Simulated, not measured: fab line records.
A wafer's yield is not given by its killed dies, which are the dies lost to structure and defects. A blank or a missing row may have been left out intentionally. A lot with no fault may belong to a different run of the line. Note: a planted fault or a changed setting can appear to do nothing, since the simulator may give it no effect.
Comparing a struck lot with a sound one | flow sfqLine | 15 out of 325 route steps
Sound: the wafers L260.3, L260.5, L260.6. Struck: wafer L268.5 (left out: L268.2, L268.4 of the same lot, which were not struck); the cause appears at the end.
Order at every step that has rows: each side's tool, ch and its chambers, its first start. Under that, the readings that differ: sound wafers | struck wafers | difference of the means | sigmas: that difference in standard deviations of wafers without a fault.
alike: words and numbers the same on both sides, and readings whose means are apart by under 2 such deviations; not compared: readings that were withheld, readings missing a value for some wafer, numbers with overlapping values and no deviation given by the record, and bounds like >300 which may hide the same value.
The two part at a step that has a row with sigmas, a row that says differs or no value, or rows on one side only. Numbers that have no deviation but don't overlap get no sigmas and don't part them. A reading that every wafer of one side lacks parts them only if that side has two wafers or more.

first, 1 step without rows for these wafers: SFQ_TRILAYER_M4_STRIP_SOLV_CLEAN_098 (cleans in NMP, time 600 s).
SFQ_TRILAYER_I4_DEP_PECVD_099: deposits SiO2 from SiH4/N2O, time 111.11 s, target thk 500 nm.
  sound on pecvd-02 ch 0,2, day 38 11:33; struck on pecvd-02 ch 1, day 46 22:41
  alike: heaterPowerW, showerheadVppV, throttleValvePct
  not compared: sinceWetCleanH
SFQ_TRILAYER_I4_CMP_CMP_100: polishes SiO2.
  sound on cmp-02 ch 0,3, day 40 06:25; struck on cmp-01 ch 0, day 48 02:50
  alike: motorCurrentA, retainingRingPressureFrac, timeToEndpointS
SFQ_I4_BOW_MEAS_927:
  sound: filmMetro-02 at day 40 08:58; struck: filmMetro-04 at day 48 03:51
  alike: I4_BOW
SFQ_TRILAYER_I4_METRO_MEASURE_101:
  sound: filmMetro-02 at day 40 09:26; struck: filmMetro-04 at day 48 04:09
  alike: thkNm
then, 6 steps without rows for these wafers: SFQ_TRILAYER_I4_VIA_LITHO_COAT_108 (resist thk 62 nm); SFQ_TRILAYER_I4_VIA_LITHO_COAT_103 (resist thk 650 nm); SFQ_TRILAYER_I4_VIA_LITHO_SOFTBAKE_107; SFQ_TRILAYER_I4_VIA_LITHO_EXPOSE_104 (exposes mask I4, target cd 700 nm); SFQ_TRILAYER_I4_VIA_LITHO_PEB_106 (peb time 60 s); SFQ_TRILAYER_I4_VIA_LITHO_DEVELOP_105 (time 60 s).
-- the record jumps here: 5 days lie between the struck wafers' starts before and after --
SFQ_I4_OVL_MEAS_928:
  sound: overlay-01 at day 40 12:30; struck: overlay-02 at day 52 20:51
  alike: I4_OVL
SFQ_TRILAYER_I4_VIA_BARC_OPEN_VIA_ETCH_146: etches BARC in O2, target depth 125 nm, time 41.7 s.
  sound on rieDiel-02 ch 1,2,3, day 40 12:31; struck on rieDiel-03 ch 1, day 52 20:53
reading                                                | sound           | struck | difference | sigmas
model.KrF_of_TRILAYER_I4_VIA_LITHO_COAT_103.thkNm (nm) | 571 572.9 572.5 | 536.2  | -35.9      | 
  alike: drypumpMotorCurrentA, oesProductAu
  not compared: rfHoursCounterH
SFQ_TRILAYER_I4_VIA_ETCH_VIA_ETCH_106: etches SiO2 in CHF3, stops on Nb, target depth 260 nm.
  sound on rieDiel-02 ch 1,2,3, day 40 12:34; struck on rieDiel-03 ch 1, day 52 20:55
reading                                                | sound             | struck | difference | sigmas
model.KrF_of_TRILAYER_I4_VIA_LITHO_COAT_103.thkNm (nm) | 526.4 528.6 528.3 | 492.5  | -35.3      | 
  alike: drypumpMotorCurrentA, oesProductAu
SFQ_TRILAYER_I4_VIA_STRIP_STRIP_107: strips in O2.
  sound on rieMetal-02 ch 0,1, day 40 12:53; struck on rieMetal-01 ch 0, day 52 21:14
  alike: drypumpMotorCurrentA, oesProductAu
  not compared: rfHoursCounterH

## WHERE THEY PART
Nowhere in this record.

WHY: the cause the simulator had injected
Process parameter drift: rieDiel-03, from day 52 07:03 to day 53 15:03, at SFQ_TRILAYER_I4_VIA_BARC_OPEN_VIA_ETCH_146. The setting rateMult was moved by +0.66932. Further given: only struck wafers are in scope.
